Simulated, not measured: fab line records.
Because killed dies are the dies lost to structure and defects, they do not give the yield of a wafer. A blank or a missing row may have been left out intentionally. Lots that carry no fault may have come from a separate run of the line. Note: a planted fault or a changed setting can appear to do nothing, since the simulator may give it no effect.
fab line records	flow sfq_line
[record] lots = 7	wafers = 21	last_day = 80
route steps=325 shown M2@99 I2@103
lots untouched by any fault: they come from a run of this same line in which no faults occurred
start_h: the number of hours between the record's first day and the start of the first shown wafer of the lot	wait_h: hours since the lot's step before	" the same as in the row above	L1.1+2: a row that stands for several wafers	- no value present, or no start provided	* or withheld: withheld	< > ~ a bound
route shown NAME@n: NAME is a module with steps in the file, n the number in the route of the first one	usual: mean and standard deviation over wafers with no fault	same: alike in all rows	chamber/n: place in a boat	sites: the reading at each site	_std_site: standard deviation across them	_edge_site: the outer-site mean with the inner-site mean subtracted	radius_mm: how far each site lies from the wafer's centre	mask NAME#n: copy n	behind: the most recent tool/chamber to have shaped the wafer	hold: cause of the lot's hold/its duration in hours/its outcome	device: names the non-switching transistor (n, p or np)	end of line: the route-end tests of the same wafers	for a step that has no rows: nothing shown but its recipe	killed: count of dies lost to structure and defects at first sort (not the wafer's yield)	map: a wafer's dies, x killed, . not, _ none there
set.NAME: the setting that was run; set.NAME@STEP: the one run at that earlier step	model.NAME: the simulator's own value behind a step, which no gauge read
a table for each step, a row for each wafer; lots at some steps of the route
services: from which hour (start_h, from the record's first day; less than 0 if before it) a tool's chamber was out of use, for how many hours, and why
[[steps]]
[step SFQ_TRILAYER_M2_BARC_OPEN_METAL_ETCH_077]
[recipe] mask_material = PR	chemistry = O2	target_depth_nm = 125	target = BARC	icp_w = 600	bias_w = 80	pressure_mtorr = 10	time_s = 41.7
[usual] drypump_motor_current_A = 5.4/0.39	oes_product_au = 0.684/0.0048
lot.wafer	tool	chamber	start_h	wait_h	drypump_motor_current_A	oes_product_au	rf_hours_counter_h
L385.3	rie_metal-04	1	429.61	0.1	4.9	0.688	-
L385.4	"	1	"	"	4.9	0.682	-
L385.6	"	1	"	"	4.9	0.688	-
L390.1	rie_metal-03	0	478.32	0.0	5.3	0.691	167
L390.2	"	1	"	"	5.4	0.684	166
L390.6	"	0	"	"	5.3	0.686	-
L391.1	rie_metal-02	1	487.92	0.0	5.9	0.682	62
L391.2	"	0	"	"	5.8	0.685	95
L391.3	"	1	"	"	5.9	0.682	-
L392.3	rie_metal-02	0	490.43	0.1	5.8	0.684	-
L392.5	"	1	"	"	5.9	0.681	-
L392.6	"	0	"	"	5.8	0.685	-
L401.1	rie_metal-04	0	561.85	0.0	5.1	0.693	21
L401.4	"	1	"	"	4.8	0.692	-
L401.6	"	1	"	"	4.8	0.678	-
L403.3	rie_metal-03	0	581.07	0.0	5.3	0.679	-
L403.4	"	1	"	"	5.4	0.687	-
L403.5	"	1	"	"	5.4	0.682	-
L404.1	rie_metal-03	0	588.05	0.0	5.3	0.691	16
L404.3	"	0	"	"	5.3	0.686	-
L404.5	"	0	"	"	5.3	0.688	-
[step SFQ_TRILAYER_M2_ETCH_METAL_ETCH_060]
[recipe] target = Nb	stop_on = SiO2	mask_material = PR	chemistry = Cl2/Ar	target_depth_nm = 240	icp_w = 600	bias_w = 80	pressure_mtorr = 10	time_s = 120
[usual] drypump_motor_current_A = 5.4/0.4	oes_product_au = 0.892/0.0078
lot.wafer	tool	chamber	start_h	wait_h	drypump_motor_current_A	oes_product_au	rf_hours_counter_h
L385.3	rie_metal-04	1	429.77	0.1	4.9	0.899	-
L385.4	"	1	"	"	4.9	0.909	-
L385.6	"	1	"	"	4.8	0.902	-
L390.1	rie_metal-03	0	478.38	0.0	5.3	0.887	167
L390.2	"	1	"	"	5.4	0.891	166
L390.6	"	0	"	"	5.3	0.889	-
L391.1	rie_metal-02	1	487.98	0.0	6.0	0.899	62
L391.2	"	0	"	"	5.8	0.888	95
L391.3	"	1	"	"	5.9	0.893	-
L392.3	rie_metal-02	0	490.51	0.1	5.7	0.894	-
L392.5	"	1	"	"	5.9	0.884	-
L392.6	"	0	"	"	5.8	0.893	-
L401.1	rie_metal-04	0	561.91	0.0	5.1	0.887	21
L401.4	"	1	"	"	4.9	0.894	-
L401.6	"	1	"	"	4.8	0.895	-
L403.3	rie_metal-03	0	581.15	0.1	5.3	0.890	-
L403.4	"	1	"	"	5.4	0.886	-
L403.5	"	1	"	"	5.4	0.871	-
L404.1	rie_metal-03	0	588.11	0.0	5.3	0.896	16
L404.3	"	0	"	"	5.3	0.894	-
L404.5	"	0	"	"	5.3	0.898	-
[step SFQ_TRILAYER_M2_STRIP_STRIP_061]
[recipe] gas = O2	power_w = 200	platen_temp_c = 40	overash_fraction = 0.65	chemistry = O2	pressure_mtorr = 50
[usual] drypump_motor_current_A = 5.4/0.4	oes_product_au = 1.002/0.0085
lot.wafer	tool	chamber	start_h	wait_h	drypump_motor_current_A	oes_product_au	rf_hours_counter_h
L385.3	rie_metal-04	1	430.34	0.5	4.8	0.989	-
L385.4	"	1	"	"	4.8	0.995	-
L385.6	"	1	"	"	4.9	0.994	-
L390.1	rie_metal-03	0	478.51	0.1	5.3	1.003	167
L390.2	"	1	"	"	5.4	1.003	167
L390.6	"	0	"	"	5.3	1.008	-
L391.1	rie_metal-02	1	488.11	0.1	5.9	0.990	62
L391.2	"	0	"	"	5.8	1.008	95
L391.3	"	1	"	"	5.9	0.997	-
L392.3	rie_metal-02	0	490.79	0.2	5.8	0.995	-
L392.5	"	1	"	"	5.9	1.006	-
L392.6	"	0	"	"	5.8	1.000	-
L401.1	rie_metal-04	0	562.03	0.1	5.0	1.002	21
L401.4	"	1	"	"	4.9	1.003	-
L401.6	"	1	"	"	4.8	1.004	-
L403.3	rie_metal-03	0	581.43	0.2	5.3	1.009	-
L403.4	"	1	"	"	5.4	1.023	-
L403.5	"	1	"	"	5.4	1.016	-
L404.1	rie_metal-03	0	588.23	0.1	5.3	0.991	16
L404.3	"	0	"	"	5.3	0.999	-
L404.5	"	0	"	"	5.3	1.013	-
[step SFQ_TRILAYER_M2_STRIP_SOLV_CLEAN_062]
[recipe] chemistry = NMP	temp_c = 70	time_s = 600
[step SFQ_TRILAYER_I2_DEP_PECVD_063]
[recipe] material = SiO2	temp_c = 150	time_s = 111.11	pressure_torr = 2.4	rf_w = 183.3	precursor = SiH4/N2O	target_thk_nm = 500
[usual] heater_power_outer_w = 26/5.9	heater_power_w = 75/12	throttle_valve_pct = 24.6/1.8
lot.wafer	tool	chamber	start_h	wait_h	heater_power_outer_w	heater_power_w	throttle_valve_pct
L385.3	pecvd-02	0	431.32	0.0	27	78	28.2
L385.4	"	1	"	"	24	63	25.0
L385.6	"	0	"	"	28	81	28.4
L390.1	pecvd-02	1	479.28	0.0	24	64	24.9
L390.2	"	2	"	"	20	65	24.2
L390.6	"	0	"	"	33	89	28.5
L391.1	pecvd-02	0	488.90	0.0	34	89	28.6
L391.2	"	2	"	"	21	68	24.0
L391.3	"	1	"	"	24	66	25.1
L392.3	pecvd-01	2	491.38	0.0	34	82	23.5
L392.5	"	1	"	"	27	67	22.9
L392.6	"	2	"	"	23	67	23.4
L401.1	pecvd-03	0	562.98	0.0	30	91	23.4
L401.4	"	0	"	"	32	96	23.3
L401.6	"	2	"	"	34	86	25.1
L403.3	pecvd-03	2	582.01	0.0	45	102	25.3
L403.4	"	0	"	"	32	98	23.5
L403.5	"	2	"	"	32	88	25.5
L404.1	pecvd-02	0	589.01	0.0	24	77	22.9
L404.3	"	1	"	"	25	66	22.9
L404.5	"	0	"	"	27	81	23.2
[step SFQ_TRILAYER_I2_CMP_CMP_064]
[recipe] material = SiO2	down_force_psi = 3	platen_rpm = 60	pad_velocity_m_s = 0.94248
[step SFQ_I2_BOW_MEAS_917]
[recipe] mode = bow
[usual] I2_BOW = 4/8.4
lot.wafer	tool	chamber	start_h	wait_h	I2_BOW[um]
L385.3	film_metro-01	-	442.65	2.0	0
L385.4	"	-	"	"	2
L385.6	"	-	"	"	12
L390.1	film_metro-02	-	486.22	1.0	18
L390.2	"	-	"	"	4
L390.6	"	-	"	"	4
L391.1	film_metro-01	-	504.16	2.5	1
L391.2	"	-	"	"	8
L391.3	"	-	"	"	3
L392.3	film_metro-01	-	507.20	1.0	3
L392.5	"	-	"	"	-8
L392.6	"	-	"	"	9
L401.1	film_metro-01	-	580.96	2.5	10
L401.4	"	-	"	"	-7
L401.6	"	-	"	"	6
L403.3	film_metro-01	-	604.12	1.5	0
L403.4	"	-	"	"	-5
L403.5	"	-	"	"	-4
L404.1	film_metro-01	-	611.02	1.0	-9
L404.3	"	-	"	"	6
L404.5	"	-	"	"	1
[step SFQ_TRILAYER_I2_METRO_MEASURE_065]
[usual] thk_nm = 200.3/1.4
lot.wafer	tool	chamber	start_h	wait_h	thk_nm
L385.3	film_metro-01	-	443.13	0.5	199.6
L385.4	"	-	"	"	200.8
L385.6	"	-	"	"	200.1
L390.1	film_metro-02	-	486.34	0.1	198.9
L390.2	"	-	"	"	198.0
L390.6	"	-	"	"	197.8
L391.1	film_metro-01	-	504.28	0.1	201.8
L391.2	"	-	"	"	201.2
L391.3	"	-	"	"	199.8
L392.3	film_metro-01	-	507.68	0.5	200.2
L392.5	"	-	"	"	202.3
L392.6	"	-	"	"	202.0
L401.1	film_metro-01	-	581.08	0.1	198.7
L401.4	"	-	"	"	201.6
L401.6	"	-	"	"	199.0
L403.3	film_metro-01	-	604.60	0.5	197.6
L403.4	"	-	"	"	199.9
L403.5	"	-	"	"	202.2
L404.1	film_metro-01	-	611.14	0.1	199.8
L404.3	"	-	"	"	200.4
L404.5	"	-	"	"	200.7
[step SFQ_TRILAYER_I2_VIA_LITHO_COAT_072]
[recipe] resist = BARC	spin_rpm = 3000	resist_thk_nm = 62
[step SFQ_TRILAYER_I2_VIA_LITHO_COAT_067]
[recipe] resist = KrF	spin_rpm = 3000	resist_thk_nm = 650
[step SFQ_TRILAYER_I2_VIA_LITHO_SOFTBAKE_071]
[recipe] temp_c = withheld	time_s = withheld	resist = KrF
[step SFQ_TRILAYER_I2_VIA_LITHO_EXPOSE_068]
[recipe] mask_id = I2	na = 0.6	source_shape = conventional	sigma_outer = 0.65	target_cd_nm = 500	dose_mj = 21.3
[step SFQ_TRILAYER_I2_VIA_LITHO_PEB_070]
[recipe] peb_temp_c = 115	peb_time_s = 60	resist = KrF
[usual] chill_plate_temp_C = 23.03/0.095	exhaust_pa = 44.9/0.82
lot.wafer	tool	chamber	start_h	wait_h	chill_plate_temp_C	exhaust_pa
L385.3	litho_track-03	0	553.72	0.7	23.01	44.6
L385.4	"	0	"	"	23.19	45.3
L385.6	"	0	"	"	23.09	45.5
L390.1	litho_track-04	-	594.92	-	-	-
L390.2	"	-	"	"	-	-
L390.6	"	-	"	"	-	-
L391.1	litho_track-03	-	607.57	1.0	-	-
L391.2	"	-	"	"	-	-
L391.3	"	-	"	"	-	-
L392.3	litho_track-04	-	610.02	0.7	-	-
L392.5	"	-	"	"	-	-
L392.6	"	-	"	"	-	-
L401.1	litho_track-02	0	684.67	1.0	23.04	45.2
L401.4	"	0	"	"	22.99	43.6
L401.6	"	0	"	"	23.11	45.5
L403.3	litho_track-04	0	706.32	0.7	23.11	44.0
L403.4	"	0	"	"	22.98	44.9
L403.5	"	0	"	"	23.04	44.9
L404.1	litho_track-02	0	711.07	1.0	23.03	45.8
L404.3	"	0	"	"	23.01	46.5
L404.5	"	0	"	"	23.02	45.1
[step SFQ_TRILAYER_I2_VIA_LITHO_DEVELOP_069]
[recipe] time_s = 60	resist = KrF
[[services]]
tool	chamber	start_h	hours	kind
rie_metal-04	0	409.70	9.2	repair
film_metro-02	-	441.39	5.6	pm
pecvd-03	-	444.51	1.5	repair
pecvd-01	-	445.56	6.0	pm
film_metro-02	-	450.13	0.7	pm
pecvd-03	-	476.51	3.2	repair
rie_metal-04	-	477.13	2.8	pm
rie_metal-04	-	485.14	14.6	pm
film_metro-01	-	485.22	0.4	pm
film_metro-01	-	496.26	2.4	pm
rie_metal-03	-	502.13	0.9	repair
film_metro-02	-	508.54	1.7	pm
pecvd-03	-	520.56	1.9	repair
rie_metal-03	-	530.76	5.5	repair
pecvd-02	-	563.75	14.0	pm
rie_metal-02	-	576.12	40.3	repair
pecvd-02	-	584.92	1.8	repair
rie_metal-02	0	609.02	1.0	repair
film_metro-01	-	638.31	0.6	pm
pecvd-02	-	640.45	6.0	pm
film_metro-01	-	646.29	6.2	repair
pecvd-03	-	655.45	10.0	repair
film_metro-01	-	662.93	9.4	repair
pecvd-03	1	668.43	21.8	repair
[[key]]
[first_sign] step = SFQ_TRILAYER_I2_VIA_LITHO_PEB_070	reading = tool_record	direction = missing
effect none on later readings
met_at SFQ_TRILAYER_I2_VIA_LITHO_PEB_070
struck_wafers L390.1,L390.2,L390.6,L391.1,L391.2,L391.3,L392.3,L392.5,L392.6
onset_between 553.72 594.92
[fault] kind = skipped_step_whole	tool = litho_track-03,litho_track-04	chamber = -	onset_h = 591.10	steps = SFQ_TRILAYER_I2_VIA_LITHO_PEB_070	scope = struck_lots_only
